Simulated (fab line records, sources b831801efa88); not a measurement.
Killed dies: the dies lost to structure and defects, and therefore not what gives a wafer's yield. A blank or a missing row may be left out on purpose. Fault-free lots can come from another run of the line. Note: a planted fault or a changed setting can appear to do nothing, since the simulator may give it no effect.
Which tool was responsible? / flow gf180mcu / 6 lots, 18 wafers sampled, at 3 steps of a route of 602

== WHAT THE GAUGES READ, wafer by wafer ==
GF_V2_CD_MEAS_14: target cd 260 nm.
lot=L174; measured=day 21 12:47; on=cd-sem-02; cd-nm (nm)=259.7 259.0 259.5
lot=L177; measured=day 22 15:03; on=cd-sem-01; cd-nm (nm)=260.1 261.0 260.3
lot=L181; measured=day 24 05:58; on=cd-sem-02; cd-nm (nm)=258.7 258.9 258.3
lot=L186; measured=day 25 10:52; on=cd-sem-01; cd-nm (nm)=262.0 262.9 261.8
lot=L195; measured=day 28 07:40; on=cd-sem-01; cd-nm (nm)=261.3 261.4 261.8

== WHICH TOOL RAN EACH LOT (tool, then ch and the chambers of the sampled wafers, then the start) ==
lot=L174; GF_CONTACT_CMP_27=cmp-01 ch 0,2,3, day 17 06:26; GF_M1_STRIP_17=plasma-asher-02 ch 0,1, day 18 07:19
lot=L177; GF_CONTACT_CMP_27=cmp-01 ch 0,2, day 18 08:28; GF_M1_STRIP_17=plasma-asher-01 ch 0,1, day 19 09:52
lot=L181; GF_CONTACT_CMP_27=cmp-01 ch 0,1,3, day 20 03:10; GF_M1_STRIP_17=plasma-asher-01 ch 0,1, day 21 04:23
lot=L186; GF_CONTACT_CMP_27=cmp-02 ch 0,2,3, day 21 09:20; GF_M1_STRIP_17=plasma-asher-01 ch 0,1, day 22 10:16
lot=L190; GF_CONTACT_CMP_27=cmp-02 ch 1,3, day 22 15:02; GF_M1_STRIP_17=-
lot=L195; GF_CONTACT_CMP_27=cmp-01 ch 1,2, day 24 12:18; GF_M1_STRIP_17=plasma-asher-01 ch 0,1, day 25 11:18
- GF_CONTACT_CMP_27: polishes, stops on SiO2, t overpolish 15 s, target thk 0 nm.
- GF_M1_STRIP_17: strips in O2/N2.

== THE ANSWER, worked out from the rows above alone ==
Rule: the usual values come from the lots themselves. The widest of any qualifying gaps counts: lots, ordered by their means at a reading, are off when they make up no more than a third of the lots, leave a main group of 4 or more, and stand apart from it by 3 or more times the standard deviation of that group's means. If all means in a main group match to the digits the tables above print for the reading, that group is not used. A lot without any number at a reading at which 4 lots or more have one is off too. Where the step has rows for the other lots, those lots are counted as sound.
Nothing can be told from this: no lot is off at any reading shown.

== WHAT THE SIMULATOR PUT IN ==
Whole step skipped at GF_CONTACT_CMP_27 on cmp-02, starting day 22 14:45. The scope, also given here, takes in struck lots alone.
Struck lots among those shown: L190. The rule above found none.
